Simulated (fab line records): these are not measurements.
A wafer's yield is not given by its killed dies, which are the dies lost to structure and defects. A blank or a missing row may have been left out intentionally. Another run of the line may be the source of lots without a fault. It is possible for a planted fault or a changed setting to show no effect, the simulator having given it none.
fab line records	flow sky130
record lots=5	wafers=15	lastDay=50
route steps=708 shown CONTACT@424 METAL1@434 PAD_OPEN@708
lots that met no fault: taken from a fault-free run of the same line
startH: hours from the record's opening day to when the first of the lot's shown wafers began	waitH: time in hours since the lot's previous step	" unchanged from the row above	L1.1+2: several wafers, shown together as one row	- no value, or no start given	* or withheld: withheld	< > ~ a bound
route shown NAME@n: NAME is a module with steps in the file, n the number in the route of the first one	usual: mean/standard deviation of fault-free wafers	same: alike in all rows	chamber/n: place in a boat	sites: per-site readings	_std_site: how widely they spread, as a standard deviation	_edge_site: mean of outer sites minus mean of inner sites	radiusMm: how far each site lies from the wafer's centre	mask NAME#n: copy n	behind: the tool/chamber that last shaped the wafer	hold: why the lot was held/for how many hours/how that ended	device: whichever transistor did not switch (one of n, p or np)	end of line: the tests these same wafers got at the end of their route	a step given without rows: its recipe and nothing more	killed: dies lost to structure and defects at the first sort, not the wafer's yield	map: a wafer's dies, x killed, . not, _ none there
set.NAME: the run value of the setting; set.NAME@STEP: its run value at that earlier step	model.NAME: the simulator's own value behind a step, which no gauge read
lots seen at some steps along the route; tables by step, rows by wafer
services: a tool's chamber out of use, with start hour (startH, from the record's first day; less than 0 if before it), hours out, and reason
## steps
# step SKY_CONTACT_ETCH_18
# recipe target=Si3N4	chemistry=CHF3/O2	stopOn=TiN	sourceW=600	biasW=200	pressureMtorr=40	chf3FlowSccm=50	O2_flow_sccm=5	timeS=39	targetDepthA=750
# usual drypumpMotorCurrentA=5.8/0.44	oesProductAu=0.857/0.0073	throttleValvePct=8.794/0.0087
lot.wafer	tool	chamber	startH	waitH	drypumpMotorCurrentA	oesProductAu	rfHoursCounterH	throttleValvePct
L866.2	rieDiel-01	3	-	-	6.3	0.863	1	8.796
L866.3	"	0	"	"	5.4	0.845	1	8.800
L866.4	"	2	"	"	5.2	0.857	20	8.793
L871.1	rieDiel-03	2	-	-	6.3	0.864	21	8.792
L871.3	"	1	"	"	6.2	0.857	15	8.796
L871.6	"	2	"	"	6.3	0.865	-	8.790
L875.1	rieDiel-03	1	-	-	6.2	0.851	17	8.788
L875.2	"	0	"	"	5.6	0.854	12	8.801
L875.3	"	2	"	"	6.3	0.864	22	8.778
L880.1	rieDiel-04	0	-	-	6.2	0.858	7	8.806
L880.2	"	1	"	"	5.6	0.858	20	8.791
L880.3	"	2	"	"	5.4	0.847	9	8.799
L884.1	rieDiel-03	3	-	-	4.7	0.855	3	8.793
L884.5	"	1	"	"	6.2	0.864	-	8.797
L884.6	"	0	"	"	5.6	0.865	-	8.794
# step SKY_CONTACT_STRIP_19
# recipe chemistry=O2/N2	powerW=1400	pressureMtorr=1500	platenTempC=withheld	o2FlowSccm=3000	n2FlowSccm=300	overashFraction=0.5
# usual drypumpMotorCurrentA=6.02/0.27	oesProductAu=0.381/0.0045	stripTimeToEndpointS=3.618/0.022
lot.wafer	tool	chamber	startH	waitH	drypumpMotorCurrentA	oesProductAu	rfHoursCounterH	stripTimeToEndpointS
L866.2	plasmaAsher-03	0	771.52	-	6.47	0.377	94	3.602
L866.3	"	0	"	"	6.41	0.387	-	3.641
L866.4	"	1	"	"	5.99	0.382	-	3.646
L871.1	plasmaAsher-02	1	818.18	-	5.72	0.373	68	3.615
L871.3	"	1	"	"	5.70	0.382	-	3.602
L871.6	"	0	"	"	5.60	0.380	-	3.623
L875.1	plasmaAsher-04	1	841.47	-	5.96	0.382	41	3.621
L875.2	"	0	"	"	6.21	0.379	41	3.633
L875.3	"	1	"	"	5.96	0.387	-	3.634
L880.1	plasmaAsher-02	1	879.58	-	5.74	0.381	74	3.626
L880.2	"	0	"	"	5.58	0.383	74	3.598
L880.3	"	1	"	"	5.71	0.388	-	3.636
L884.1	plasmaAsher-03	1	906.82	-	5.99	0.388	108	3.623
L884.5	"	0	"	"	6.38	0.379	-	3.605
L884.6	"	1	"	"	5.99	0.377	-	3.603
# step SKY_CONTACT_STRIP_20
# recipe chemistry=postEtchResidueRemover	timeS=1200	tempC=72.5
# step SKY_CONTACT_CLEAN_21
# recipe chemistry=IPA	timeS=180	tempC=25
# step SKY_CONTACT_CLEAN_22
# recipe chemistry=O3/DIW	dry=n2Spin
# step SKY_CONTACT_SPUTTER_23
# recipe material=TiN	targetThkNm=20	chamberPressurePa=5	powerW=4000	timeS=77.13
# usual throttleValvePct=29.5/0.91
lot.wafer	tool	chamber	startH	waitH	throttleValvePct
L866.2	pvdSputter-04	-	772.11	0.0	29.9
L866.3	"	-	"	"	30.6
L866.4	"	-	"	"	29.6
L871.1	pvdSputter-04	-	818.77	0.0	29.6
L871.3	"	-	"	"	29.8
L871.6	"	-	"	"	30.8
L875.1	pvdSputter-03	-	842.12	0.0	30.4
L875.2	"	-	"	"	29.1
L875.3	"	-	"	"	31.1
L880.1	pvdSputter-04	-	880.18	0.0	29.9
L880.2	"	-	"	"	29.5
L880.3	"	-	"	"	30.7
L884.1	pvdSputter-02	-	907.41	0.0	29.6
L884.5	"	-	"	"	28.4
L884.6	"	-	"	"	28.0
# step SKY_CONTACT_CVD_24
# recipe material=W	targetThkNm=340	timeS=102.12	tempC=400	pressureTorr=40
# step SKY_CONTACT_RS_MEAS_25
# recipe thkMeasGauge=four-point-probe	reads=W_of_CONTACT_CVD_24+TiN_of_CONTACT_SPUTTER_23
# usual CONTACT_W_RS=0.340/0.0037
lot.wafer	tool	chamber	startH	waitH	CONTACT_W_RS[ohm/sq]
L866.2	filmMetro-01	-	772.30	0.1	0.338
L866.3	"	-	"	"	0.341
L866.4	"	-	"	"	0.337
L871.1	filmMetro-04	-	818.94	0.1	0.346
L871.3	"	-	"	"	0.346
L871.6	"	-	"	"	0.342
L875.1	filmMetro-01	-	842.29	0.1	0.343
L875.2	"	-	"	"	0.344
L875.3	"	-	"	"	0.337
L880.1	filmMetro-01	-	880.35	0.1	0.336
L880.2	"	-	"	"	0.336
L880.3	"	-	"	"	0.339
L884.1	filmMetro-03	-	907.58	0.1	0.336
L884.5	"	-	"	"	0.341
L884.6	"	-	"	"	0.340
# step SKY_CONTACT_THK_MEAS_26
# recipe thkMeasGauge=xrf	reads=W_of_CONTACT_CVD_24
# usual CONTACT_W_THK=335/4.7
lot.wafer	tool	chamber	startH	waitH	CONTACT_W_THK[nm]
L866.2	filmMetro-01	-	772.41	0.1	338
L866.3	"	-	"	"	336
L866.4	"	-	"	"	337
L871.1	filmMetro-04	-	819.06	0.1	329
L871.3	"	-	"	"	329
L871.6	"	-	"	"	333
L875.1	filmMetro-01	-	842.41	0.1	334
L875.2	"	-	"	"	331
L875.3	"	-	"	"	337
L880.1	filmMetro-01	-	880.47	0.1	339
L880.2	"	-	"	"	342
L880.3	"	-	"	"	340
L884.1	filmMetro-03	-	907.70	0.1	339
L884.5	"	-	"	"	334
L884.6	"	-	"	"	336
# step SKY_CONTACT_CMP_27
# recipe stopOn=SiO2	tOverpolishS=15	downForcePsi=3.5	platenRpm=60	targetThkNm=0	padVelocityMS=0.94248
# usual motorCurrentA=11.3/0.76	overpolishRunS=15.000/0.0084	slurryFlowMlMin=150.0/0.49	timeToEndpointS=82.6/2.8
lot.wafer	tool	chamber	startH	waitH	motorCurrentA	overpolishRunS	slurryFlowMlMin	timeToEndpointS
L866.4	cmp-01	2	772.46	0.0	10.3	14.988	149.8	84.1
L866.2	"	0	"	"	12.6	14.991	150.1	83.1
L866.3	"	1	"	"	10.6	15.011	150.4	82.7
L871.3	cmp-02	1	819.12	0.0	11.8	14.987	149.7	80.7
L871.1	"	2	"	"	11.7	15.011	149.3	84.4
L871.6	"	2	"	"	11.4	14.990	149.2	86.0
L875.2	cmp-01	0	842.47	0.0	12.9	14.991	150.5	76.0
L875.1	"	2	"	"	11.3	14.995	150.2	77.8
L875.3	"	3	"	"	10.8	15.006	149.8	79.4
L880.1	cmp-02	0	880.53	0.1	10.3	15.003	150.0	85.9
L880.3	"	1	"	"	12.1	15.018	150.1	80.2
L880.2	"	2	"	"	11.5	15.017	149.5	85.2
L884.1	cmp-01	1	907.86	0.1	10.9	15.003	150.4	86.1
L884.5	"	3	"	"	10.7	15.001	148.7	83.8
L884.6	"	0	"	"	11.8	14.986	150.3	85.4
# step SKY_METAL1_SPUTTER_00
# recipe material=Ti	targetThkNm=15	powerW=3000	timeS=10	chamberPressurePa=0.4
# step SKY_METAL1_SPUTTER_01
# recipe material=TiN	targetThkNm=20	powerW=6500	timeS=16.7	chamberPressurePa=0.4
# usual throttleValvePct=29.3/0.97
lot.wafer	tool	chamber	startH	waitH	throttleValvePct
L866.2	pvdSputter-02	-	772.79	0.0	28.2
L866.3	"	-	"	"	28.8
L866.4	"	-	"	"	29.5
L871.1	pvdSputter-01	-	819.44	0.0	30.6
L871.3	"	-	"	"	29.0
L871.6	"	-	"	"	29.7
L875.1	pvdSputter-04	-	842.79	0.0	29.6
L875.2	"	-	"	"	30.6
L875.3	"	-	"	"	30.6
L880.1	pvdSputter-01	-	880.85	0.0	29.0
L880.2	"	-	"	"	29.7
L880.3	"	-	"	"	28.0
L884.1	pvdSputter-01	-	908.09	0.0	30.5
L884.5	"	-	"	"	28.8
L884.6	"	-	"	"	28.1
# step SKY_METAL1_SPUTTER_02
# recipe material=AlCu	targetThkNm=250	powerW=10600	timeS=13.3	chamberPressurePa=0.4
# usual throttleValvePct=29.4/0.97
lot.wafer	tool	chamber	startH	waitH	throttleValvePct	model.AlCu_of_METAL1_SPUTTER_02.thkNm
L866.2	pvdSputter-02	-	772.81	0.0	28.0	253.3
L866.3	"	-	"	"	29.2	253
L866.4	"	-	"	"	29.4	251.6
L871.1	pvdSputter-01	-	819.47	0.0	30.5	255.4
L871.3	"	-	"	"	28.9	268.4
L871.6	"	-	"	"	29.8	254.3
L875.1	pvdSputter-04	-	842.82	0.0	29.9	247.2
L875.2	"	-	"	"	31.1	247.4
L875.3	"	-	"	"	30.5	249.3
L880.1	pvdSputter-01	-	880.88	0.0	29.2	251.5
L880.2	"	-	"	"	29.5	252.5
L880.3	"	-	"	"	27.7	251.9
L884.1	pvdSputter-01	-	908.11	0.0	30.6	248.3
L884.5	"	-	"	"	29.2	249.2
L884.6	"	-	"	"	28.2	252
# step SKY_METAL1_SPUTTER_03
# recipe material=Ti	targetThkNm=5	powerW=3000	timeS=3.3	chamberPressurePa=0.4
# step SKY_METAL1_SPUTTER_04
# recipe material=TiN	targetThkNm=70	powerW=6500	timeS=58.3	chamberPressurePa=0.4
# step SKY_METAL1_RS_MEAS_05
# recipe thkMeasGauge=four-point-probe	reads=TiN_of_METAL1_SPUTTER_04+Ti_of_METAL1_SPUTTER_03+AlCu_of_METAL1_SPUTTER_02+TiN_of_METAL1_SPUTTER_01+Ti_of_METAL1_SPUTTER_00
# usual METAL1_ALCU_RS=0.1265/0.0012
lot.wafer	tool	chamber	startH	waitH	METAL1_ALCU_RS[ohm/sq]
L866.2	filmMetro-01	-	772.92	0.0	0.1250
L866.3	"	-	"	"	0.1250
L866.4	"	-	"	"	0.1260
L871.1	filmMetro-04	-	819.56	0.0	0.1241
L871.3	"	-	"	"	0.1180
L871.6	"	-	"	"	0.1249
L875.1	filmMetro-04	-	842.91	0.0	0.1287
L875.2	"	-	"	"	0.1281
L875.3	"	-	"	"	0.1275
L880.1	filmMetro-02	-	880.97	0.0	0.1259
L880.2	"	-	"	"	0.1257
L880.3	"	-	"	"	0.1258
L884.1	filmMetro-01	-	908.20	0.0	0.1274
L884.5	"	-	"	"	0.1272
L884.6	"	-	"	"	0.1257
# step SKY_METAL1_THK_MEAS_06
# recipe thkMeasGauge=xrf	reads=AlCu_of_METAL1_SPUTTER_02
# usual METAL1_ALCU_THK=247/3
lot.wafer	tool	chamber	startH	waitH	METAL1_ALCU_THK[nm]
L866.2	filmMetro-01	-	773.03	0.1	246
L866.3	"	-	"	"	249
L866.4	"	-	"	"	247
L871.1	filmMetro-04	-	819.68	0.1	251
L871.3	"	-	"	"	263
L871.6	"	-	"	"	249
L875.1	filmMetro-04	-	843.03	0.1	241
L875.2	"	-	"	"	242
L875.3	"	-	"	"	243
L880.1	filmMetro-02	-	881.09	0.1	249
L880.2	"	-	"	"	250
L880.3	"	-	"	"	251
L884.1	filmMetro-01	-	908.32	0.1	243
L884.5	"	-	"	"	246
L884.6	"	-	"	"	248
# step SKY_METAL1_DEHYDRATE_07
# recipe tempC=200	timeS=60
# step SKY_PAD_OPEN_PROBE_99
# usual defectLimitedYield=82.4/1.8	killed_at_M0_to_M3=44/7	killed_at_M4_up=3.2/2	killedAtContacts=25/5.3	killedAtFrontEnd=15/4.3	killedAtOther=0.3/0.54	killedDies=86/8.7	killedOpen=47/6.4	killedShort=39/5.6	sort_bin_3_pad_short=0.9/0.43	sort_bin_5_function=10.4/1.4	sort_bin_6_memory=6.3/1.2	sortNPass=406/8.7	sortYieldPct=82.4/1.8
# same grossDies=492	killedAtBackSide=0	sort_bin_4_leakage[%]=0	sort_bin_8_speed[%]=0
lot.wafer	tool	chamber	startH	waitH	defectLimitedYield[%]	killed_at_M0_to_M3	killed_at_M4_up	killedAtContacts	killedAtFrontEnd	killedAtOther	killedDies	killedOpen	killedShort	sort_bin_3_pad_short[%]	sort_bin_5_function[%]	sort_bin_6_memory[%]	sortNPass	sortYieldPct[%]	model.etest.met1.lineOhmUm	model.etest.met1.rsOhmSq
L866.2	prober-01	-	1102.34	0.1	82.1	34	4	27	23	0	88	50	37	0.6	10.6	6.7	404	82.1	0.8939	0.1259
L866.3	prober-01	-	1102.39	0.2	82.9	44	1	24	15	0	84	46	37	0.4	10.6	6.1	408	82.9	0.8751	0.1274
L866.4	prober-01	-	1102.44	0.2	83.7	33	1	27	19	0	80	44	36	1.0	10.4	4.9	412	83.7	0.9177	0.128
L871.1	prober-02	-	1134.94	0.1	82.3	57	4	20	6	0	87	52	35	1.0	9.1	7.5	405	82.3	0.8788	0.1258
L871.3	prober-02	-	1135.04	0.2	82.7	51	5	20	9	0	85	46	39	1.2	11.8	4.3	407	82.7	0.871	0.1192
L871.6	prober-02	-	1135.19	0.2	86.4	36	2	19	10	0	67	38	29	1.0	6.9	5.7	425	86.4	0.9104	0.1254
L875.1	prober-02	-	1149.99	0.1	81.3	46	6	30	10	0	92	50	41	0.8	11.2	6.7	400	81.3	0.9066	0.1307
L875.2	prober-02	-	1150.04	0.1	84.3	32	7	18	19	1	77	44	31	0.6	10.0	5.1	415	84.3	0.9325	0.13
L875.3	prober-02	-	1150.09	0.2	84.1	37	0	26	13	2	78	44	34	1.2	9.1	5.5	414	84.1	0.9292	0.1296
L880.1	prober-01	-	1178.35	0.1	78.0	59	2	32	15	0	108	64	44	2.0	12.4	7.5	384	78.0	0.9061	0.1272
L880.2	prober-01	-	1178.40	0.1	80.3	46	7	29	15	0	97	52	45	1.0	11.4	7.3	395	80.3	0.9115	0.127
L880.3	prober-01	-	1178.45	0.2	82.5	44	4	21	17	0	86	50	36	0.8	11.2	5.5	406	82.5	0.9285	0.128
L884.1	prober-02	-	1198.36	0.1	82.5	42	3	27	14	0	86	44	42	0.8	9.8	6.9	406	82.5	0.9532	0.1293
L884.5	prober-02	-	1198.56	0.2	83.9	37	2	21	19	0	79	34	45	1.0	9.8	5.3	413	83.9	0.9306	0.1288
L884.6	prober-02	-	1198.61	0.2	80.7	33	3	40	19	0	95	53	42	0.6	10.8	7.9	397	80.7	0.9234	0.1278
# killed by level:class
L866.2 VIA1:geometricParticle:open=11 CONTACT:geometricParticle:open=9 POLY_GATE:geometricParticle:open=7 CONTACT:geometricParticle:short=7 FIELD_ISO:geometricParticle:short=6 FIELD_ISO:geometricParticle:open=5 LI_CONTACT:geometricParticle:open=5 VIA3:geometricParticle:open=4
L866.3 METAL1:geometricParticle:short=11 CONTACT:geometricParticle:open=10 VIA1:geometricParticle:open=7 VIA3:geometricParticle:open=7 METAL2:geometricParticle:short=6 LI_CONTACT:geometricParticle:open=6 FIELD_ISO:geometricParticle:open=5 LOCAL_INTERCONNECT:geometricParticle:short=4
L866.4 CONTACT:geometricParticle:open=11 FIELD_ISO:geometricParticle:open=9 FIELD_ISO:geometricParticle:short=7 LI_CONTACT:geometricParticle:open=6 METAL2:geometricParticle:short=6 VIA1:geometricParticle:open=5 METAL3:geometricParticle:short=5 VIA3:geometricParticle:open=5
L871.1 VIA1:geometricParticle:open=17 METAL1:geometricParticle:short=9 CONTACT:geometricParticle:open=8 VIA3:geometricParticle:open=8 VIA1:geometricParticle:short=6 VIA2:geometricParticle:open=6 LI_CONTACT:geometricParticle:open=5 LOCAL_INTERCONNECT:geometricParticle:short=4
L871.3 VIA1:geometricParticle:open=14 CONTACT:geometricParticle:open=9 VIA1:geometricParticle:short=8 METAL2:geometricParticle:short=6 VIA3:geometricParticle:open=5 VIA2:geometricParticle:short=5 LI_CONTACT:geometricParticle:open=4 VIA2:geometricParticle:open=4
L871.6 VIA1:geometricParticle:open=10 LOCAL_INTERCONNECT:geometricParticle:short=7 METAL2:geometricParticle:short=7 CONTACT:geometricParticle:open=6 VIA3:geometricParticle:open=6 LI_CONTACT:geometricParticle:open=4 VIA1:geometricParticle:short=4 VIA2:geometricParticle:open=4
L875.1 CONTACT:geometricParticle:open=14 VIA1:geometricParticle:open=10 LI_CONTACT:geometricParticle:open=7 METAL1:geometricParticle:short=7 POLY_GATE:geometricParticle:short=6 VIA2:geometricParticle:open=6 VIA3:geometricParticle:open=5 LOCAL_INTERCONNECT:geometricParticle:short=4
L875.2 VIA1:geometricParticle:open=10 CONTACT:geometricParticle:open=8 FIELD_ISO:geometricParticle:short=5 POLY_GATE:geometricParticle:short=5 LI_CONTACT:geometricParticle:open=5 METAL1:geometricParticle:short=5 FIELD_ISO:geometricParticle:open=3 POLY_GATE:geometricParticle:open=3
L875.3 METAL1:geometricParticle:short=10 CONTACT:geometricParticle:open=10 LI_CONTACT:geometricParticle:open=9 VIA1:geometricParticle:open=7 VIA2:geometricParticle:open=5 FIELD_ISO:geometricParticle:short=3 FIELD_ISO:geometricParticle:open=3 POLY_GATE:geometricParticle:short=3
L880.1 VIA1:geometricParticle:open=18 CONTACT:geometricParticle:open=14 VIA3:geometricParticle:open=9 LI_CONTACT:geometricParticle:open=8 VIA1:geometricParticle:short=7 METAL2:geometricParticle:short=7 METAL1:geometricParticle:short=6 VIA2:geometricParticle:open=6
L880.2 VIA1:geometricParticle:open=14 LI_CONTACT:geometricParticle:open=12 VIA1:geometricParticle:short=10 VIA3:geometricParticle:open=8 CONTACT:geometricParticle:open=7 METAL4:geometricParticle:short=6 FIELD_ISO:geometricParticle:short=5 POLY_GATE:geometricParticle:short=5
L880.3 POLY_GATE:geometricParticle:open=9 VIA2:geometricParticle:open=9 LI_CONTACT:geometricParticle:open=8 VIA3:geometricParticle:open=8 METAL2:geometricParticle:short=7 VIA1:geometricParticle:open=5 LOCAL_INTERCONNECT:geometricParticle:short=5 METAL1:geometricParticle:short=5
L884.1 CONTACT:geometricParticle:open=11 VIA1:geometricParticle:open=9 FIELD_ISO:geometricParticle:open=6 VIA1:geometricParticle:short=6 METAL2:geometricParticle:short=6 LI_CONTACT:geometricParticle:open=5 SPACER:geometricParticle:short=4 LI_CONTACT:geometricParticle:short=4
L884.5 CONTACT:geometricParticle:short=10 VIA1:geometricParticle:open=8 VIA2:geometricParticle:open=6 VIA1:geometricParticle:short=6 VIA3:geometricParticle:open=6 FIELD_ISO:geometricParticle:short=5 POLY_GATE:geometricParticle:short=5 LI_CONTACT:geometricParticle:open=5
L884.6 CONTACT:geometricParticle:open=15 CONTACT:geometricParticle:short=13 VIA1:geometricParticle:open=8 FIELD_ISO:geometricParticle:open=6 VIA2:geometricParticle:open=6 LI_CONTACT:geometricParticle:open=5 POLY_GATE:geometricParticle:open=4 LI_CONTACT:geometricParticle:short=4
## services
tool	chamber	startH	hours	kind
cmp-01	-	761.35	9.3	pm
rieDiel-04	-	763.81	2.8	pm
plasmaAsher-03	-	764.71	2.0	repair
rieDiel-03	2	770.64	1.2	repair
cmp-02	-	782.87	4.0	repair
rieDiel-03	2	782.93	5.0	repair
rieDiel-04	1	796.11	2.8	repair
rieDiel-03	-	799.12	14.6	pm
pvdSputter-02	-	807.31	0.6	repair
cmp-01	-	807.41	2.2	repair
rieDiel-04	1	815.08	4.6	repair
rieDiel-03	3	816.11	35.8	repair
cmp-01	-	818.83	0.3	repair
rieDiel-03	0	819.56	14.3	repair
rieDiel-03	2	826.09	1.9	repair
cmp-02	-	829.82	3.9	repair
rieDiel-04	3	837.18	1.4	repair
rieDiel-03	1	844.06	9.0	repair
plasmaAsher-02	-	860.65	5.8	repair
cmp-02	-	864.14	9.1	pm
rieDiel-01	2	874.10	16.0	repair
pvdSputter-02	-	879.21	1.4	repair
cmp-01	-	881.58	3.0	repair
pvdSputter-04	-	885.23	8.5	repair
## key
firstSign step=SKY_METAL1_RS_MEAS_05	reading=METAL1_ALCU_RS	direction=down	sigmas=7.3	usual=0.1265	struck=0.1180
effect step=SKY_METAL1_THK_MEAS_06	reading=METAL1_ALCU_THK	direction=up	sigmas=5.4	usual=247	struck=263
modelEffect step=SKY_METAL1_SPUTTER_02	value=AlCu_of_METAL1_SPUTTER_02.thkNm	without=255	struck=268.4
modelEffect step=SKY_PAD_OPEN_PROBE_99	value=etest.met1.lineOhmUm	without=0.9185	struck=0.871
metAt SKY_METAL1_SPUTTER_02
struckWafers L871.3
fault kind=processParameterDrift	tool=pvdSputter-01	chamber=-	onsetH=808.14	steps=SKY_METAL1_SPUTTER_02	channel=timeS	offset=*	shape=step	endH=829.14	actsIn=*	stated=*	scope=struckWafersOnly
